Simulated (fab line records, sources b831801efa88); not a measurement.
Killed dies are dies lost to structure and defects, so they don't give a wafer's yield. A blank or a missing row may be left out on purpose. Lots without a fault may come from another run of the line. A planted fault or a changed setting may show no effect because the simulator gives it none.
Chamber matching | flow sky130 | SKY_CONTACT_CMP_27 on cmp-02: 4 sister chambers
The step polishes, stops on SiO2, t overpolish 15 s, target thk 0 nm. 7 wafers are shown with their chamber, then 6 later ones without.

WAFERS WITH THEIR CHAMBER
wafer  | chamber | motor_current_A (A) | time_to_endpoint_s (s)
L108.3 | 0       | 11.5                | 86
L111.4 | 3       | 10.9                | 79
L112.1 | 2       | 13.1                | 81
L112.3 | 3       | 11.6                | 77
L112.6 | 1       | 11.7                | 83
L115.2 | 2       | 13.3                | 88
L115.3 | 1       | 11.5                | 91

WAFERS WITHOUT THEIR CHAMBER
wafer  | motor_current_A (A) | time_to_endpoint_s (s)
L115.4 | 12.2                | 87
L117.1 | 12.2                | 84
L117.2 | 10.9                | 83
L117.4 | 11.1                | 84
L129.3 | 11.9                | 87
L129.6 | 10.6                | 81

WHICH CHAMBER EACH WENT THROUGH
wafer  | from the rows above               | in truth
L115.4 | can't be placed: 1 or 0 or 2 or 3 | 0
L117.1 | can't be placed: 1 or 0 or 2 or 3 | 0
L117.2 | can't be placed: 3 or 0 or 1      | 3
L117.4 | can't be placed: 0 or 3 or 1      | 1
L129.3 | can't be placed: 1 or 0 or 3      | 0
L129.6 | can't be placed: 3 or 0 or 1      | 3
Placed correctly: 0 of 6. Can't be placed from these rows: 6 (the true chamber is among the candidates in 6). Placed wrongly: 0.
How it was worked out, from the rows above alone: a wafer's distance from a chamber is the root of the sum, over the readings, of the square of ((its reading less the chamber's mean) divided by the reading's scatter). The wafer belongs to the nearest chamber; if the next one is less than 2 further off, it can't be placed. A chamber's mean is the mean of its shown wafers. The scatter: the root of (the sum of the squares of (reading less its chamber's mean) over the shown wafers, divided by (wafers less chambers)).
